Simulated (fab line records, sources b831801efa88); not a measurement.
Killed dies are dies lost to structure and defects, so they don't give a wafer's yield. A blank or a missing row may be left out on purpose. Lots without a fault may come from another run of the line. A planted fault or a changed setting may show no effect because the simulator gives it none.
Chamber matching | flow sky130 | SKY_VIA4_HDPCVD_00 on hdpcvd-02: 3 sister chambers
The step deposits SiO2, target thk 1750 nm, time 291.7 s. 6 wafers are shown with their chamber, then 7 later ones without.

WAFERS WITH THEIR CHAMBER
wafer  | chamber | susceptor_temp_C (C)
L956.6 | 1       | 399.78
L959.2 | 2       | 399.93
L959.3 | 0       | 400.22
L959.5 | 1       | 400.35
L968.1 | 0       | 400.16
L968.2 | 2       | 400.27

WAFERS WITHOUT THEIR CHAMBER
wafer  | susceptor_temp_C (C)
L968.3 | 399.85
L966.2 | 399.94
L966.3 | 399.78
L966.6 | 399.50
L971.2 | 400.35
L971.4 | 399.75
L971.6 | 400.13

WHICH CHAMBER EACH WENT THROUGH
wafer  | from the rows above          | in truth
L968.3 | can't be placed: 1 or 2 or 0 | 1
L966.2 | can't be placed: 1 or 2 or 0 | 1
L966.3 | can't be placed: 1 or 2 or 0 | 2
L966.6 | can't be placed: 1 or 2 or 0 | 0
L971.2 | can't be placed: 0 or 2 or 1 | 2
L971.4 | can't be placed: 1 or 2 or 0 | 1
L971.6 | can't be placed: 2 or 0 or 1 | 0
Placed correctly: 0 of 7. Can't be placed from these rows: 7 (the true chamber is among the candidates in 7). Placed wrongly: 0.
How it was worked out, from the rows above alone: a wafer's distance from a chamber is the root of the sum, over the readings, of the square of ((its reading less the chamber's mean) divided by the reading's scatter). The wafer belongs to the nearest chamber; if the next one is less than 2 further off, it can't be placed. A chamber's mean is the mean of its shown wafers. The scatter: the root of (the sum of the squares of (reading less its chamber's mean) over the shown wafers, divided by (wafers less chambers)).
